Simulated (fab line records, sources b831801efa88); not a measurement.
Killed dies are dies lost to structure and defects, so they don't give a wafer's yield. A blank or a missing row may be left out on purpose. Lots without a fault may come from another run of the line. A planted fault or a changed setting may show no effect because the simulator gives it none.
fab line records | flow sky130
record lots=14 wafers=42 last_day=50
route steps=708 shown LOCAL_INTERCONNECT@401 CONTACT@409
lots that met no fault: from a run of the same line without faults
start_h: hours from the record's first day to the start of the lot's first wafer shown | wait_h: hours since the lot's step before | " the same as in the row above | L1.1+2: a row that stands for several wafers | - no value, or no start given | * or withheld: withheld | < > ~ a bound
route shown NAME@n: a module of which the file shows steps, and the number in the route of the first | usual: mean/standard deviation of fault-free wafers | same: alike in all rows | chamber/n: place in a boat | sites: the reading at each site | _std_site: their standard deviation | _edge_site: outer sites' mean less inner sites' | radius_mm: how far each site lies from the wafer's centre | mask NAME#n: copy n | behind: the tool/chamber that last shaped the wafer | hold: why the lot was held/for how many hours/how that ended | device: the transistor (n, p or np) that didn't switch | end of line: the same wafers' tests at the end of the route | a step without rows: its recipe alone | killed: dies lost to structure and defects at the first sort, not the wafer's yield | map: a wafer's dies, x killed, . not, _ none there
set.NAME: the setting as run; set.NAME@STEP: as run at that earlier step | model.NAME: the simulator's own value behind a step, which no gauge read
steps of the route over a sample of lots; a table a step, a row a wafer
services: from which hour (start_h, from the record's first day; less than 0 if before it) a tool's chamber was out of use, for how many hours, and why
## steps
# step SKY_LOCAL_INTERCONNECT_METAL_ETCH_14
# recipe target_depth_nm=110 stop_on=PSG chemistry=Cl2/BCl3 target=TiN resist_sidewall_deg=88 pressure_mtorr=10 icp_w=900 bias_w=48.5 Cl2_flow_sccm=60 bcl3_flow_sccm=30 time_s=31.4
# usual drypump_motor_current_A=5.8/0.39 he_backside_leak_sccm=3.30/0.19 oes_product_au=0.946/0.0074 throttle_valve_pct=21.897/0.01
# columns lot.wafer tool chamber start_h wait_h drypump_motor_current_A he_backside_leak_sccm oes_product_au rf_hours_counter_h throttle_valve_pct
L645.1 rie_metal-04 1 694.95 0.0 5.5 3.27 0.940 8 21.890
L645.3 " 1 " " 5.5 3.26 0.944 - 21.909
L645.5 " 0 " " 5.7 3.26 0.947 - 21.896
L646.3 rie_metal-02 0 726.19 0.0 5.4 3.30 0.949 - 21.882
L646.4 " 1 " " 5.7 3.06 0.954 - 21.890
L646.5 " 1 " " 5.7 3.18 0.944 - 21.885
L647.2 rie_metal-02 1 740.87 0.0 5.7 3.16 0.947 1 21.903
L647.5 " 1 " " 5.7 3.18 0.958 - 21.902
L647.6 " 0 " " 5.4 3.18 0.938 - 21.891
L649.3 rie_metal-04 0 768.02 0.0 5.7 3.23 0.946 - 21.902
L649.4 " 1 " " 5.6 3.27 0.941 - 21.896
L649.6 " 0 " " 5.7 3.33 0.955 - 21.895
L650.1 rie_metal-02 1 769.36 0.0 5.7 3.16 0.963 2 21.885
L650.3 " 1 " " 5.7 3.08 0.951 - 21.893
L650.5 " 0 " " 5.4 3.00 0.943 - 21.890
L652.1 rie_metal-01 0 771.55 0.0 6.3 3.40 0.952 4 21.893
L652.4 " 0 " " 6.3 3.50 0.950 - 21.889
L652.6 " 1 " " 6.5 3.39 0.953 - 21.888
L651.1 rie_metal-04 1 772.62 0.0 5.5 3.53 0.948 11 21.888
L651.2 " 0 " " 5.6 3.12 0.948 10 21.886
L651.6 " 0 " " 5.6 3.32 0.950 - 21.902
L653.2 rie_metal-04 1 775.52 0.0 5.5 3.23 0.937 11 21.913
L653.3 " 1 " " 5.5 3.18 0.932 - 21.887
L653.5 " 1 " " 5.5 3.22 0.930 - 21.885
L655.1 rie_metal-04 1 788.61 0.0 5.5 3.23 0.952 11 21.897
L655.2 " 0 " " 5.6 3.12 0.947 10 21.895
L655.3 " 0 " " 5.6 3.10 0.947 - 21.891
L664.2 rie_metal-01 0 866.56 0.0 6.3 3.37 0.938 8 21.900
L664.4 " 1 " " 6.5 3.53 0.951 - 21.898
L664.5 " 1 " " 6.5 3.52 0.951 - 21.906
L666.1 rie_metal-02 0 870.67 0.0 5.4 3.39 0.945 10 21.878
L666.4 " 1 " " 5.7 3.29 0.959 - 21.893
L666.6 " 1 " " 5.7 3.14 0.950 - 21.899
L665.1 rie_metal-01 1 872.98 0.0 6.5 3.56 0.941 3 21.891
L665.4 " 1 " " 6.5 3.55 0.944 - 21.918
L665.6 " 1 " " 6.5 3.31 0.945 - 21.917
L667.3 rie_metal-01 0 874.77 0.0 6.3 3.79 0.943 - 21.893
L667.4 " 1 " " 6.5 3.39 0.937 - 21.895
L667.5 " 0 " " 6.3 3.68 0.949 - 21.900
L668.2 rie_metal-04 0 888.31 0.0 5.6 3.07 0.952 16 21.892
L668.3 " 1 " " 5.5 3.22 0.931 - 21.902
L668.5 " 0 " " 5.6 3.22 0.933 - 21.894
# step SKY_CONTACT_THK_MEAS_03
# recipe reads=SiO2_of_CONTACT_HDPCVD_02
# usual CONTACT_HDPCVD_THK=567/4.5
# columns lot.wafer tool chamber start_h wait_h CONTACT_HDPCVD_THK[nm]
L645.1 film_metro-03 - 695.76 0.0 563
L645.3 " - " " 565
L645.5 " - " " 565
L646.3 film_metro-01 - 727.00 0.1 561
L646.4 " - " " 561
L646.5 " - " " 572
L647.2 film_metro-04 - 741.69 0.0 568
L647.5 " - " " 567
L647.6 " - " " 567
L649.3 film_metro-03 - 768.87 0.1 567
L649.4 " - " " 577
L649.6 " - " " 573
L650.1 film_metro-01 - 770.18 0.0 566
L650.3 " - " " 558
L650.5 " - " " 560
L652.1 film_metro-01 - 772.36 0.0 568
L652.4 " - " " 563
L652.6 " - " " 560
L651.1 film_metro-03 - 773.42 0.0 567
L651.2 " - " " 559
L651.6 " - " " 570
L653.2 film_metro-04 - 776.39 0.0 572
L653.3 " - " " 564
L653.5 " - " " 568
L655.1 film_metro-04 - 789.41 0.0 580
L655.2 " - " " 568
L655.3 " - " " 570
L664.2 film_metro-03 - 867.38 0.0 566
L664.4 " - " " 563
L664.5 " - " " 563
L666.1 film_metro-04 - 871.48 0.0 569
L666.4 " - " " 561
L666.6 " - " " 564
L665.1 film_metro-03 - 873.82 0.1 571
L665.4 " - " " 560
L665.6 " - " " 560
L667.3 film_metro-03 - 875.62 0.1 568
L667.4 " - " " 568
L667.5 " - " " 572
L668.2 film_metro-01 - 889.13 0.0 571
L668.3 " - " " 577
L668.5 " - " " 563
# step SKY_CONTACT_SOFTBAKE_10
# recipe temp_c=100 time_s=92.42 resist=KrF-thick
# usual plate_sensor_t_centre_C=100.88/0.0097 plate_sensor_t_edge_C=100.95/0.0092 softbake_temp_c=99.98/0.12
# columns lot.wafer tool chamber start_h wait_h plate_sensor_t_centre_C plate_sensor_t_edge_C softbake_temp_c
L645.1 litho_track-02 0 - - 100.89 100.95 100.01
L645.3 " 0 " " 100.88 100.94 100.11
L645.5 " 0 " " 100.87 100.95 100.09
L646.3 litho_track-04 0 - - 100.86 100.98 99.89
L646.4 " 0 " " 100.88 100.95 99.95
L646.5 " 0 " " 100.88 100.96 100.14
L647.2 litho_track-02 0 - - 100.89 100.94 99.82
L647.5 " 0 " " 100.88 100.96 99.97
L647.6 " 0 " " 100.88 100.96 99.82
L649.3 litho_track-04 0 - - 100.87 100.94 100.02
L649.4 " 0 " " 100.88 100.96 100.20
L649.6 " 0 " " 100.89 100.94 99.95
L650.1 litho_track-02 0 - - 100.88 100.93 99.97
L650.3 " 0 " " 100.88 100.94 100.34
L650.5 " 0 " " 100.89 100.96 100.02
L652.1 litho_track-02 0 - - 100.88 100.95 100.09
L652.4 " 0 " " 100.89 100.96 100.06
L652.6 " 0 " " 100.88 100.95 99.87
L651.1 litho_track-02 0 - - 100.88 100.97 100.14
L651.2 " 0 " " 100.9 100.96 99.92
L651.6 " 0 " " 100.89 100.96 100.04
L653.2 litho_track-01 0 - - 100.9 100.96 100.01
L653.3 " 0 " " 100.89 100.95 99.94
L653.5 " 0 " " 100.89 100.95 99.93
L655.1 litho_track-01 0 - - 100.88 100.96 99.69
L655.2 " 0 " " 100.89 100.94 100.06
L655.3 " 0 " " 100.88 100.96 99.87
L664.2 litho_track-02 0 - - 100.88 100.95 100.06
L664.4 " 0 " " 100.88 100.96 100.06
L664.5 " 0 " " 100.89 100.95 100.08
L666.1 litho_track-02 0 - - 100.87 100.96 100.07
L666.4 " 0 " " 100.87 100.96 99.98
L666.6 " 0 " " 100.88 100.95 100.16
L665.1 litho_track-04 0 - - 100.89 100.95 99.85
L665.4 " 0 " " 100.89 100.96 99.90
L665.6 " 0 " " 100.86 100.95 100.07
L667.3 litho_track-04 0 - - 100.89 100.95 99.87
L667.4 " 0 " " 100.9 100.95 99.90
L667.5 " 0 " " 100.88 100.96 99.80
L668.2 litho_track-01 0 - - 100.88 100.95 99.90
L668.3 " 0 " " 100.89 100.96 99.78
L668.5 " 0 " " 100.88 100.96 99.83
# step SKY_CONTACT_DEVELOP_13
# recipe develop_time_s=60 resist=KrF-thick dev_temp_c=21
# usual chill_plate_temp_C=23.01/0.11 develop_time_s=60/0
# columns lot.wafer tool chamber start_h wait_h chill_plate_temp_C develop_time_s
L645.1 litho_track-04 0 723 - 22.75 60
L645.3 " 0 " " 22.80 60
L645.5 " 0 " " 22.61 60
L646.3 litho_track-02 0 753 - 22.95 60
L646.4 " 0 " " 22.97 60
L646.5 " 0 " " 22.83 60
L647.2 litho_track-01 0 768 - 22.93 60
L647.5 " 0 " " 23.08 60
L647.6 " 0 " " 23.07 60
L649.3 litho_track-02 0 794 - 23.03 60
L649.4 " 0 " " 22.82 60
L649.6 " 0 " " 23.01 60
L650.1 litho_track-01 0 797 - 22.94 60
L650.3 " 0 " " 22.89 60
L650.5 " 0 " " 23.05 60
L652.1 litho_track-02 0 798 - 23.05 60
L652.4 " 0 " " 23.17 60
L652.6 " 0 " " 23.20 60
L651.1 litho_track-04 0 800 - 23.12 60
L651.2 " 0 " " 23.10 60
L651.6 " 0 " " 23.14 60
L653.2 litho_track-02 - 803 - - -
L653.3 " - " " - -
L653.5 " - " " - -
L655.1 litho_track-04 - 816 - - -
L655.2 " - " " - -
L655.3 " - " " - -
L664.2 litho_track-04 0 892 - 23.19 60
L664.4 " 0 " " 22.95 60
L664.5 " 0 " " 23.01 60
L666.1 litho_track-04 0 896 - 23.08 60
L666.4 " 0 897 - 22.95 60
L666.6 " 0 " " 23.04 60
L665.1 litho_track-01 0 898 - 23.12 60
L665.4 " 0 899 - 22.96 60
L665.6 " 0 " " 23.02 60
L667.3 litho_track-04 0 901 - 23.12 60
L667.4 " 0 " " 23.02 60
L667.5 " 0 " " 23.03 60
L668.2 litho_track-04 0 914 - 23.08 60
L668.3 " 0 " " 23.11 60
L668.5 " 0 " " 23.04 60
## services
# columns tool chamber start_h hours kind
litho_track-04 - 675.26 - consumable_replace:filter
rie_metal-04 - 679.80 14.6 pm
rie_metal-04 1 698.22 6.3 repair
rie_metal-02 - 707.05 0.8 repair
rie_metal-02 1 709.11 - clean
rie_metal-02 1 709.11 15.9 scheduled_down
rie_metal-02 1 709.11 15.9 vent_cycle
rie_metal-01 0 725.22 4.6 repair
rie_metal-02 1 791.89 1.4 repair
rie_metal-01 1 792.18 - clean
rie_metal-01 1 792.18 17.2 scheduled_down
rie_metal-01 1 792.18 17.2 vent_cycle
rie_metal-04 - 817.85 1.0 repair
rie_metal-01 0 823.68 3.1 repair
litho_track-04 - 838.20 - consumable_replace:filter
rie_metal-04 - 844.59 1.9 repair
rie_metal-04 - 866.96 0.1 repair
rie_metal-04 1 867.09 - clean
rie_metal-04 1 867.09 19.6 scheduled_down
rie_metal-04 1 867.09 19.6 vent_cycle
rie_metal-01 1 875.61 3.7 repair
## key
first_sign step=SKY_CONTACT_DEVELOP_13 reading=tool_record direction=missing
effect none on later readings
met_at SKY_CONTACT_DEVELOP_13
struck_lots L653,L655
later_rows_left_out L653.2,L653.3,L653.5,L655.1,L655.2,L655.3
sort_left_out L653.2,L653.3,L653.5,L655.1,L655.2,L655.3
tester_left_out L653,L655
not_acting_at SKY_LOCAL_INTERCONNECT_METAL_ETCH_14,SKY_CONTACT_THK_MEAS_03,SKY_CONTACT_SOFTBAKE_10
onset_between 800 803
fault kind=skipped_step_whole tool=litho_track-02,litho_track-04 chamber=- onset_h=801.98 steps=SKY_CONTACT_DEVELOP_13 scope=struck_lots_only
# tester_left_out: of these lots the tester's yield and bins aren't shown, on N5 and GAA mostly nor the transistor test; their killed dies are dies lost to structure and defects alone, not to doping, threshold or leakage, so they don't give the yield
# sort_left_out: the simulated sort isn't trusted on such a fault, so these wafers' sort isn't shown, and their yield isn't known
# later_rows_left_out: the simulator's readings of these wafers behind a module that went badly wrong aren't trusted and aren't shown, but for the sort
